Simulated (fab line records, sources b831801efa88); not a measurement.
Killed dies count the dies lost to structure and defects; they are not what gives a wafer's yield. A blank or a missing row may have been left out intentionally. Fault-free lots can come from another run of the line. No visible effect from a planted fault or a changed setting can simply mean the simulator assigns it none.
Comparing a struck lot with a sound one ; flow gf180mcu ; 27 steps out of a route of 602
Sound: the wafers L233.1, L233.2, L233.5. The struck wafers were L224.1, L224.2, L224.5. Last of all comes the cause.
Order at every step that has rows: each side's tool, ch and its chambers, its first start. Under that, the readings that differ: sound wafers ; struck wafers ; difference of the means ; sigmas: that difference in standard deviations of wafers without a fault.
alike: a reading whose means differ by less than 2 such deviations, as well as words and numbers matching on both sides. not compared: withheld readings; readings where some wafer has no value; bounds like >300 that might hide an equal value; numbers whose values overlap and for which the record gives no deviation.
A row with sigmas, a row that says differs or no value, or rows on one side alone: a step with any of these is where the two part. When numbers do not overlap yet have no deviation, they are printed without sigmas and do not part them. A reading missing from all wafers of one side parts the sides only when that side holds two or more wafers.

GF_LVPWELL_STRIP_10: strips in O2/N2.
  sound on plasma asher-04 ch 0,1, day 7 20:25; struck on plasma asher-04 ch 0,1, day 5 17:57
  alike: chamber pressure mTorr, drypump motor current A, heater power w, oes product au, strip time to endpoint s
  not compared: rf hours counter h
GF_LVPWELL_TW_MEAS_11:
  sound on film metro-04 at day 7 20:31; struck on film metro-04 at day 5 18:03
  alike: LVPWELL_TW
then, 7 steps without rows for these wafers: GF_MVSD_DEHYDRATE_00 (time 60 s); GF_MVSD_HMDS_01 (prime time 60 s); GF_MVSD_COAT_02 (resist thk 3000 nm); GF_MVSD_SOFTBAKE_03; GF_MVSD_EXPOSE_04 (exposes mask MVSD, target cd 1000 nm); GF_MVSD_PEB_05; GF_MVSD_DEVELOP_06 (develop time 61.22 s).
GF_MVSD_OVL_MEAS_07:
  sound on overlay-01 at day 8 12:44; struck on overlay-02 at day 6 08:14
  alike: MVSD_OVL
then, 2 steps without rows for these wafers: GF_MVSD_IMPLANT_08; GF_MVSD_IMPLANT_09.
GF_MVSD_STRIP_10: strips in O2/N2.
  sound on plasma asher-01 ch 0,1, day 8 13:04; struck on plasma asher-04 ch 0,1, day 6 08:34
  no value came back on the struck wafers for any of 5 readings (chamber pressure mTorr (mTorr), drypump motor current A (A) and others); on the sound wafers chamber pressure mTorr (mTorr) reads 1500.0 1501.4 1501.2
reading;sound;struck;difference;sigmas
model.coat_of_MVSD_COAT_02.thk nm (nm);0 0 0;2997 3002 3011;+3003;
  not compared: rf hours counter h
GF_MVSD_TW_MEAS_11:
  sound on film metro-01 at day 8 13:10; struck on film metro-02 at day 6 08:40
  alike: MVSD_TW
then, 7 steps without rows for these wafers: GF_MVPSD_DEHYDRATE_00 (time 60 s); GF_MVPSD_HMDS_01 (prime time 60 s); GF_MVPSD_COAT_02 (resist thk 3000 nm); GF_MVPSD_SOFTBAKE_03; GF_MVPSD_EXPOSE_04 (exposes mask MVPSD, target cd 1000 nm); GF_MVPSD_PEB_05; GF_MVPSD_DEVELOP_06 (develop time 60 s).
GF_MVPSD_OVL_MEAS_07:
  sound on overlay-02 at day 9 05:16; struck on overlay-02 at day 7 00:31
  alike: MVPSD_OVL
then, 2 steps without rows for these wafers: GF_MVPSD_IMPLANT_08; GF_MVPSD_IMPLANT_09.
GF_MVPSD_STRIP_10: strips in O2/N2.
  sound on plasma asher-02 ch 0,1, day 9 05:37; struck on plasma asher-01 ch 0,1, day 7 00:51
reading;sound;struck;difference;sigmas
oes product au (a.u.);0.723 0.728 0.724;0.743 0.739 0.744;+0.017;+4
strip time to endpoint s (s);37.05 36.83 37.02;81.28 81.38 81.54;+44.43;+99 or more
  alike: chamber pressure mTorr, drypump motor current A, heater power w
  not compared: rf hours counter h
GF_MVPSD_TW_MEAS_11:
  sound on film metro-04 at day 9 05:43; struck on film metro-04 at day 7 00:57
reading;sound;struck;difference;sigmas
MVPSD_TW;553 554 551;30 30 30;-523;-99 or more
then, 1 step without rows for these wafers: GF_VT_IMPLANT_DEHYDRATE_00 (time 60 s).

WHERE THEY PART
At GF_MVSD_STRIP_10 first; at GF_MVPSD_TW_MEAS_11 last (within this record only).

WHY: what had been put in by the simulator
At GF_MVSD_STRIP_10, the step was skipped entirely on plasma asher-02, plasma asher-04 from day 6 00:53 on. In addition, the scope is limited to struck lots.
